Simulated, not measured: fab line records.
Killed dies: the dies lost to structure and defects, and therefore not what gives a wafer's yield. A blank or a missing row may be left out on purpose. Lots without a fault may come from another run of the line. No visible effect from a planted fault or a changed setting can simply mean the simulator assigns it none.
fab line records | flow gf180mcu
record: lots: 12 wafers: 36 last-day: 34
route steps=602 shown M4@470 V4@478 V5@544
lots that met no fault: from a run of the same line without faults
start-h: start of the lot's first displayed wafer, in hours after the record's first day | wait-h: how many hours have passed since the lot's step before this one | " identical to the entry in the row above | L1.1+2: a single row standing in for several wafers | - no value present, or no start provided | * or withheld: withheld | < > ~ a bound
route shown NAME@n: NAME is a module with steps in the file, n the number in the route of the first one | usual: average and standard deviation across the fault-free wafers | same: alike in all rows | chamber/n: place in a boat | sites: readings site by site | _std_site: the standard deviation of these | _edge_site: the outer-site mean with the inner-site mean subtracted | radius-mm: for every site, how far away it sits from the centre of the wafer | mask NAME#n: copy n | behind: the most recent tool/chamber to have shaped the wafer | hold: the reason the lot was held/the length of the hold in hours/how it ended | device: the n, p or np transistor that did not switch | end of line: the same wafers' tests at the end of the route | a step given without rows: its recipe and nothing more | killed: dies that structure and defects cost at the first sort, which is not the same as the wafer's yield | map: per-die view of a wafer (x killed, . not killed, _ where there is no die)
set.NAME: setting as actually run; set.NAME@STEP: the setting as run at that earlier step | model.NAME: the simulator's own value behind a step, which no gauge read
route steps across a sampled set of lots; one table per step, one row per wafer
services: a tool's chamber out of use, with start hour (start-h, from the record's first day; less than 0 if before it), hours out, and reason
== steps ==
step: GF_M4_CD_MEAS_14
recipe: target-cd-nm: 280
usual: cd-nm: 279.9/1.4
columns lot.wafer tool chamber start-h wait-h cd-nm
L782.1 cd-sem-01 - 519.17 0.1 282.7
L782.2 " - " " 283.1
L782.3 " - " " 282.6
L783.1 cd-sem-01 - 528.69 0.1 280.4
L783.5 " - " " 280.8
L783.6 " - " " 280.7
L790.1 cd-sem-02 - 600.57 0.1 278.7
L790.2 " - " " 279.3
L790.3 " - " " 278.3
L791.1 cd-sem-01 - 602.17 0.1 277.6
L791.2 " - " " 278.0
L791.4 " - " " 279.5
L792.2 cd-sem-02 - 604.51 0.1 280.7
L792.3 " - " " 280.8
L792.4 " - " " 280.9
L793.2 cd-sem-02 - 611.89 0.1 280.4
L793.3 " - " " 280.9
L793.5 " - " " 281.9
L794.1 cd-sem-01 - 623.54 0.1 281.0
L794.2 " - " " 280.5
L794.5 " - " " 281.3
L795.1 cd-sem-01 - 638.04 0.1 281.2
L795.2 " - " " 280.5
L795.6 " - " " 280.9
L797.1 cd-sem-02 - 651.37 0.1 278.7
L797.2 " - " " 280.0
L797.3 " - " " 279.5
L801.1 cd-sem-02 - 674.57 0.2 277.5
L801.4 " - " " 278.5
L801.5 " - " " 278.8
L804.1 cd-sem-01 - 694.82 0.1 280.3
L804.2 " - " " 280.1
L804.4 " - " " 281.0
L805.2 cd-sem-02 - 701.99 0.1 279.8
L805.3 " - " " 279.0
L805.5 " - " " 280.1
step: GF_V4_CVD_02
recipe: material: SiO2 target-thk-nm: 850 precursor: TEOS temp-c: 400 time-s: 94.851 rf-w: 600
usual: heater-power-outer-w: 425/87 heater-power-w: 711/130
columns lot.wafer tool chamber start-h wait-h heater-power-outer-w heater-power-w
L782.1 pecvd-04 2 520.13 0.1 529 785
L782.2 " 1 " " 430 744
L782.3 " 0 " " 348 586
L783.1 pecvd-02 0 529.66 0.1 565 940
L783.5 " 2 " " 353 565
L783.6 " 0 " " 430 747
L790.1 pecvd-02 2 601.53 0.1 415 631
L790.2 " 1 " " 496 851
L790.3 " 0 " " 574 940
L791.1 pecvd-02 1 603.21 0.1 503 878
L791.2 " 0 " " 542 894
L791.4 " 2 " " 351 569
L792.2 pecvd-04 0 605.45 0.0 263 477
L792.3 " 1 " " 358 622
L792.4 " 1 " " 386 638
L793.2 pecvd-04 2 612.99 0.0 472 736
L793.3 " 1 " " 338 566
L793.5 " 0 " " 331 575
L794.1 pecvd-04 2 624.49 0.1 542 837
L794.2 " 1 " " 356 624
L794.5 " 1 " " 376 637
L795.1 pecvd-02 0 639.12 0.1 465 851
L795.2 " 1 " " 470 854
L795.6 " 2 " " 431 670
L797.1 pecvd-02 2 652.40 0.1 401 615
L797.2 " 0 " " 574 972
L797.3 " 1 " " 434 778
L801.1 pecvd-04 0 675.52 0.1 346 583
L801.4 " 0 " " 253 463
L801.5 " 2 " " 555 833
L804.1 pecvd-02 0 695.84 0.1 459 787
L804.2 " 2 " " 454 704
L804.4 " 1 " " 513 869
L805.2 pecvd-04 0 702.92 0.0 322 561
L805.3 " 2 " " 497 772
L805.5 " 2 " " 550 814
step: GF_V4_ETCH_17
recipe: chemistry: C4F8/O2/Ar mask-material: KrF target: SiO2 stop-on: TiN source-w: 1500 bias-w: 1200 pressure-mtorr: 40 c4f8-flow-sccm: withheld O2_flow_sccm: 6 Ar_flow_sccm: 300 time-s: withheld target-depth-a: 6300
usual: oes-product-au: 0.855/0.005
columns lot.wafer tool chamber start-h wait-h oes-product-au
L782.1 rie-diel-04 1 - - 0.859
L782.2 " 0 " " 0.860
L782.3 " 3 " " 0.854
L783.1 rie-diel-02 0 - - 0.856
L783.5 " 1 " " 0.860
L783.6 " 2 " " 0.857
L790.1 rie-diel-04 1 - - 0.852
L790.2 " 2 " " 0.849
L790.3 " 0 " " 0.847
L791.1 rie-diel-01 3 - - 0.853
L791.2 " 2 " " 0.855
L791.4 " 1 " " 0.862
L792.2 rie-diel-01 0 - - 0.848
L792.3 " 3 " " 0.863
L792.4 " 1 " " 0.859
L793.2 rie-diel-02 1 - - 0.858
L793.3 " 0 " " 0.846
L793.5 " 2 " " 0.865
L794.1 rie-diel-01 2 - - 0.857
L794.2 " 0 " " 0.860
L794.5 " 1 " " 0.850
L795.1 rie-diel-04 0 - - 0.870
L795.2 " 2 " " 0.858
L795.6 " 1 " " 0.858
L797.1 rie-diel-04 2 - - 0.857
L797.2 " 0 " " 0.857
L797.3 " 1 " " 0.854
L801.1 rie-diel-04 1 - - 0.852
L801.4 " 2 " " 0.851
L801.5 " 0 " " 0.857
L804.1 rie-diel-02 3 - - 0.850
L804.2 " 2 " " 0.858
L804.4 " 1 " " 0.853
L805.2 rie-diel-01 2 - - 0.851
L805.3 " 1 " " 0.857
L805.5 " 2 " " 0.866
step: GF_V5_CMP_04
recipe: material: SiO2 down-force-psi: 4 platen-rpm: 60 pad-velocity-m-s: 0.94248
usual: motor-current-A: 12.4/0.63 retaining-ring-pressure-frac: 1.000/0.005 slurry-flow-ml-min: 150.0/0.43
columns lot.wafer tool chamber start-h wait-h motor-current-A retaining-ring-pressure-frac slurry-flow-ml-min
L782.2 cmp-02 0 592.62 0.0 13.8 1.007 150.3
L782.1 " 1 " " 12.0 1.003 150.2
L782.3 " 3 " " 12.2 1.009 149.9
L783.1 cmp-02 0 600.73 0.6 13.6 0.997 150.6
L783.6 " 1 " " 12.6 0.994 150.0
L783.5 " 2 " " 12.2 0.993 149.8
L790.1 cmp-01 1 666.95 0.1 13.5 1.003 150.5
L790.2 " 3 " " 12.2 1.003 150.2
L790.3 " 0 " " 12.1 0.991 150.0
L791.1 cmp-01 0 668.36 0.1 11.8 1.001 149.7
L791.4 " 1 " " 12.6 1.001 150.1
L791.2 " 2 " " 11.7 1.005 150.0
L792.2 cmp-02 1 670.79 0.0 12.2 1.008 149.8
L792.3 " 3 " " 13.0 0.998 150.1
L792.4 " 0 " " 12.8 1.000 149.4
L793.3 cmp-02 1 675.95 0.2 12.1 1.006 150.4
L793.2 " 2 " " 12.0 0.993 150.2
L793.5 " 1 " " 12.7 1.003 150.6
L794.1 cmp-02 3 686.61 0.1 12.6 1.004 150.0
L794.2 " 0 " " 13.9 0.987 149.5
L794.5 " 1 " " 12.1 1.005 150.5
L795.2 cmp-02 2 699.91 0.0 12.3 1.001 150.2
L795.1 " 1 " " 11.9 0.992 149.9
L795.6 " 2 " " 12.5 1.002 149.8
L797.3 cmp-02 2 710.70 0.0 12.3 1.000 149.6
L797.2 " 3 " " 13.0 0.996 150.4
L797.1 " 1 " " 12.0 1.010 149.3
L801.1 cmp-02 1 734.77 0.4 12.4 1.005 149.2
L801.4 " 2 " " 11.6 0.997 150.1
L801.5 " 3 " " 12.1 1.001 149.5
L804.1 cmp-02 3 752.77 0.1 12.6 0.998 150.1
L804.4 " 0 " " 13.2 1.002 150.1
L804.2 " 2 " " 11.9 0.997 149.8
L805.2 cmp-01 3 757.19 0.0 12.6 1.001 149.9
L805.3 " 2 " " 12.6 0.995 149.8
L805.5 " 3 " " 12.5 1.011 149.4
step: GF_V5_ETCH_17
recipe: chemistry: C4F8/O2/Ar mask-material: KrF target: SiO2 stop-on: TiN source-w: 1500 bias-w: 1200 pressure-mtorr: 40 c4f8-flow-sccm: withheld O2_flow_sccm: 6 Ar_flow_sccm: 300 time-s: withheld target-depth-a: 8550
usual: oes-product-au: 0.860/0.0042
columns lot.wafer tool chamber start-h wait-h oes-product-au
L782.1 rie-diel-03 1 - - 0.868
L782.2 " 2 " " 0.861
L782.3 " 0 " " 0.861
L783.1 rie-diel-01 0 - - 0.853
L783.5 " 3 " " 0.861
L783.6 " 2 " " 0.869
L790.1 rie-diel-03 3 - - 0.866
L790.2 " 1 " " 0.857
L790.3 " 2 " " 0.861
L791.1 rie-diel-01 1 - - 0.855
L791.2 " 2 " " 0.860
L791.4 " 0 " " 0.859
L792.2 rie-diel-02 3 - - 0.862
L792.3 " 0 " " 0.872
L792.4 " 2 " " 0.856
L793.2 rie-diel-01 3 - - 0.866
L793.3 " 2 " " 0.867
L793.5 " 2 " " 0.862
L794.1 rie-diel-01 2 - - 0.854
L794.2 " 0 " " 0.865
L794.5 " 0 " " 0.858
L795.1 rie-diel-03 2 - - 0.863
L795.2 " 0 " " 0.859
L795.6 " 2 " " 0.862
L797.1 rie-diel-02 0 - - 0.862
L797.2 " 2 " " 0.867
L797.3 " 3 " " 0.855
L801.1 rie-diel-02 1 - - 0.907
L801.4 " 3 " " 0.908
L801.5 " 0 " " 0.911
L804.1 rie-diel-01 3 - - 0.910
L804.2 " 1 " " 0.908
L804.4 " 0 " " 0.920
L805.2 rie-diel-03 2 - - 0.862
L805.3 " 1 " " 0.862
L805.5 " 1 " " 0.865
== services ==
columns tool chamber start-h hours kind
rie-diel-02 0 507.74 6.0 repair
pecvd-02 - 513.02 4.7 repair
rie-diel-03 0 516.11 16.9 repair
rie-diel-04 - 524.61 2.8 pm
rie-diel-04 2 542.65 6.4 repair
pecvd-04 - 547.49 0.6 repair
cmp-02 - 552.60 0.4 repair
rie-diel-02 2 560.54 7.9 repair
rie-diel-02 - 561.38 0.4 repair
rie-diel-04 3 581.01 7.2 repair
rie-diel-04 - 585.41 0.3 repair
rie-diel-02 3 586.48 3.8 repair
pecvd-04 - 591.12 14.0 pm
pecvd-04 - 624.96 0.7 repair
rie-diel-02 - 629.78 1.2 repair
cmp-02 - 637.07 0.6 repair
cmp-02 - 646.22 5.3 repair
pecvd-02 - 681.62 1.7 repair
rie-diel-03 0 682.81 4.8 repair
pecvd-04 - 723.86 0.8 pm
rie-diel-04 - 736.59 5.1 repair
cmp-02 - 744.27 4.0 pm
rie-diel-02 - 764.38 14.6 pm
rie-diel-04 3 770.34 2.0 repair
== key ==
first-sign: step: GF_V5_ETCH_17 reading: oes-product-au direction: up sigmas: 12 usual: 0.860 struck: 0.911
effect none on later readings
met-at GF_V5_CMP_04
struck-lots L801,L804
not-acting-at GF_M4_CD_MEAS_14,GF_V4_CVD_02,GF_V4_ETCH_17
onset-between 710.70 734.77
fault: kind: process-parameter-drift tool: cmp-02 chamber: - onset-h: 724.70 steps: GF_V5_CMP_04 channel: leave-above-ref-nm offset: 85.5 shape: step end-h: 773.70 acts-in: these-recipes-only stated: 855
